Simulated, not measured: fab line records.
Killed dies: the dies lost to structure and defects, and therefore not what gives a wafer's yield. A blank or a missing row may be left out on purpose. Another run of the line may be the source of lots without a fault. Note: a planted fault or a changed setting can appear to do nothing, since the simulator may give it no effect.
Chamber matching / flow gf180mcu / GF_V3_CMP_26 on cmp-01 has 4 sister chambers
The step polishes, stops on SiO2, t overpolish 15 s, target thk 0 nm. 4 wafers are shown with their chamber, then 7 later ones without.

## WAFERS WITH THEIR CHAMBER
wafer=L930.5; chamber=0; motor current A (A)=12.3
wafer=L931.4; chamber=3; motor current A (A)=13.0
wafer=L935.3; chamber=2; motor current A (A)=11.2
wafer=L935.4; chamber=1; motor current A (A)=12.8

## WAFERS WITHOUT THEIR CHAMBER
wafer=L935.6; motor current A (A)=13.3
wafer=L936.2; motor current A (A)=11.3
wafer=L936.4; motor current A (A)=13.7
wafer=L936.6; motor current A (A)=12.4
wafer=L937.2; motor current A (A)=13.0
wafer=L937.5; motor current A (A)=11.6
wafer=L937.6; motor current A (A)=13.7

## THE CHAMBER EACH PASSED THROUGH
wafer=L935.6; from the rows above=can't be placed: 3 or 1 or 0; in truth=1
wafer=L936.2; from the rows above=2; in truth=2
wafer=L936.4; from the rows above=can't be placed: 3 or 1 or 0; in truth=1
wafer=L936.6; from the rows above=can't be placed: 0 or 1 or 3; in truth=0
wafer=L937.2; from the rows above=can't be placed: 3 or 1 or 0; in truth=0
wafer=L937.5; from the rows above=can't be placed: 2 or 0 or 1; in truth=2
wafer=L937.6; from the rows above=can't be placed: 3 or 1 or 0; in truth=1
Correct placement for 1 of the 7. Cannot be placed on the basis of these rows: 6; the candidates contain the true chamber in 6. 0 placed wrongly.
How it was worked out, from the rows above alone: a wafer's distance from a chamber is the root of the sum, over the readings, of the square of ((its reading less the chamber's mean) divided by the reading's scatter). The wafer belongs to the nearest chamber; if the next one is less than 2 further off, it can't be placed. Each chamber's mean is taken over the wafers shown for it. The scatter (one wafer shown for each chamber): square how far every hidden wafer sits from the nearest shown wafer, average those squares and take the square root.
